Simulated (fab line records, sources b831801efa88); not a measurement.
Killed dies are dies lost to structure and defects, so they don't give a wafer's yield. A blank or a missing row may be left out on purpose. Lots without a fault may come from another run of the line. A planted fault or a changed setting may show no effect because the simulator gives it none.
Chamber matching | flow sky130 | SKY_POLY_GATE_ETCH_17 on rie_si-02: 4 sister chambers
The step etches poly-Si in HBr/Cl2, stops on SiO2, target depth 180 nm, time 70.5 s. 14 wafers are shown with their chamber, then 7 later ones without.

WAFERS WITH THEIR CHAMBER
wafer  | chamber | drypump_motor_current_A (A) | oes_product_au (a.u.) | he_backside_leak_sccm (sccm)
L156.1 | 0       | 6.04                        | 0.994                 | 2.85
L156.3 | 2       | 5.92                        | 0.989                 | 2.76
L156.5 | 2       | 5.92                        | 0.974                 | 2.90
L157.1 | 1       | 5.96                        | 0.994                 | 2.82
L157.2 | 0       | 6.07                        | 0.986                 | 2.94
L157.3 | 2       | 5.96                        | 1.000                 | 2.80
L158.2 | 3       | 5.93                        | 0.996                 | 2.92
L158.3 | 2       | 5.93                        | 0.993                 | 2.84
L158.4 | 1       | 5.94                        | 0.994                 | 2.76
L159.2 | 0       | 6.05                        | 0.994                 | 2.71
L159.3 | 2       | 5.93                        | 1.000                 | 2.93
L159.5 | 3       | 6.01                        | 1.000                 | 2.96
L169.3 | 1       | 5.98                        | 0.988                 | 2.72
L169.5 | 3       | 5.98                        | 0.997                 | 2.76

SIGNATURES (means of the wafers above)
reading                 | chamber 0 | chamber 1 | chamber 2 | chamber 3 | scatter within a chamber
drypump_motor_current_A | 6.0533    | 5.9600    | 5.9320    | 5.9733    | 0.0237
oes_product_au          | 0.99133   | 0.99200   | 0.99120   | 0.99767   | 0.00731
he_backside_leak_sccm   | 2.8333    | 2.7667    | 2.8460    | 2.8800    | 0.0859
Rule: a wafer's distance from a chamber is the root of the sum, over the readings, of the square of ((its reading less the chamber's mean) divided by the reading's scatter). The wafer belongs to the nearest chamber; if the next one is less than 2 further off, it can't be placed. The scatter: the root of (the sum of the squares of (reading less its chamber's mean) over the shown wafers, divided by (wafers less chambers)).

WAFERS WITHOUT THEIR CHAMBER
wafer  | drypump_motor_current_A (A) | oes_product_au (a.u.) | he_backside_leak_sccm (sccm)
L169.6 | 5.90                        | 0.996                 | 2.61
L176.1 | 5.93                        | 0.988                 | 2.78
L176.5 | 6.06                        | 0.984                 | 2.84
L176.6 | 5.94                        | 0.984                 | 2.83
L178.1 | 5.96                        | 0.987                 | 2.75
L178.3 | 6.03                        | 0.994                 | 2.80
L178.6 | 5.92                        | 0.991                 | 2.65

WHICH CHAMBER EACH WENT THROUGH
wafer  | from the rows above          | in truth
L169.6 | can't be placed: 2 or 1 or 3 | 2
L176.1 | can't be placed: 2 or 1 or 3 | 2
L176.5 | 0                            | 0
L176.6 | can't be placed: 2 or 1 or 3 | 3
L178.1 | can't be placed: 1 or 2 or 3 | 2
L178.3 | can't be placed: 0 or 3 or 1 | 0
L178.6 | can't be placed: 1 or 2 or 3 | 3
Placed correctly: 1 of 7. Can't be placed from these rows: 6 (the true chamber is among the candidates in 6). Placed wrongly: 0.
